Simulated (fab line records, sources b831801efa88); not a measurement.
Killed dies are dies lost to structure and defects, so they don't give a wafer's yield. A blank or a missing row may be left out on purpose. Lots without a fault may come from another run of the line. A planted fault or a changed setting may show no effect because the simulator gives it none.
One fault seen from 2 desks | flow gf180mcu | each desk has only its own numbers; what lay behind them comes last

THE METROLOGY DESK
What the gauges read, lot by lot, whatever tool the lot ran on: means of the sampled wafers that have a number. A lot is out of limits, marked OUT, if its mean lies more than 4 standard deviations from the usual mean; the brackets give that distance.
Columns: A = V2_W_THK at GF_V2_THK_MEAS_25, usual 359 nm
lot  | first seen here | A
L676 | day 20 01:44    | 365
L677 | day 20 05:37    | 356
L678 | day 20 18:53    | 359
L680 | day 21 15:30    | 364
L681 | day 22 00:45    | 362
L683 | day 22 18:00    | 355
L686 | day 24 04:59    | 361
L694 | day 26 19:52    | 356
L696 | day 27 06:39    | 359
L695 | day 27 07:07    | 367
L697 | day 27 19:37    | 352
L698 | day 27 22:13    | 358
L699 | day 28 03:23    | 358
This desk's finding: nothing out of limits on any of the 13 lots.

THE TOOL OWNER'S DESK: litho_track-02
The tool's own readings at GF_V3_SOFTBAKE_10 (time 60 s): means of the sampled wafers that have a number, for each lot that ran on this tool. A lot is out of limits, marked OUT, if its mean lies more than 4 standard deviations from the usual mean; the brackets give that distance.
Columns: A = run_length_s at GF_V3_SOFTBAKE_10, usual 89.27 s
lot  | first seen here | A
L680 | day 23 03:00    | 89.47
L683 | day 24 05:00    | 89.54
L686 | day 25 15:00    | 94.96 (+22) OUT
L697 | day 29 03:00    | 89.56
L698 | day 29 04:00    | 89.68
This desk's finding: out of limits on L686; first on L686, day 25 15:00 (run_length_s at GF_V3_SOFTBAKE_10). In limits: L680, L683, L697, L698.

PUT TOGETHER
The tool owner's desk could have raised an alarm at day 25 15:00, on L686.
The metrology desk saw nothing out of limits.
The metrology desk has L686 on record, within its limits.
Of the lots named, all ran GF_V3_SOFTBAKE_10 on litho_track-02.

WHAT THE SIMULATOR HAD PUT IN
Process parameter drift: litho_track-02, from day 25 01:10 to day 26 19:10, at GF_V3_SOFTBAKE_10. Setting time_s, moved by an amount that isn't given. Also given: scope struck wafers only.
Lots struck among those shown: L686.
Hours from the fault's start to each desk's first reading out of limits: the tool owner's desk, 14.
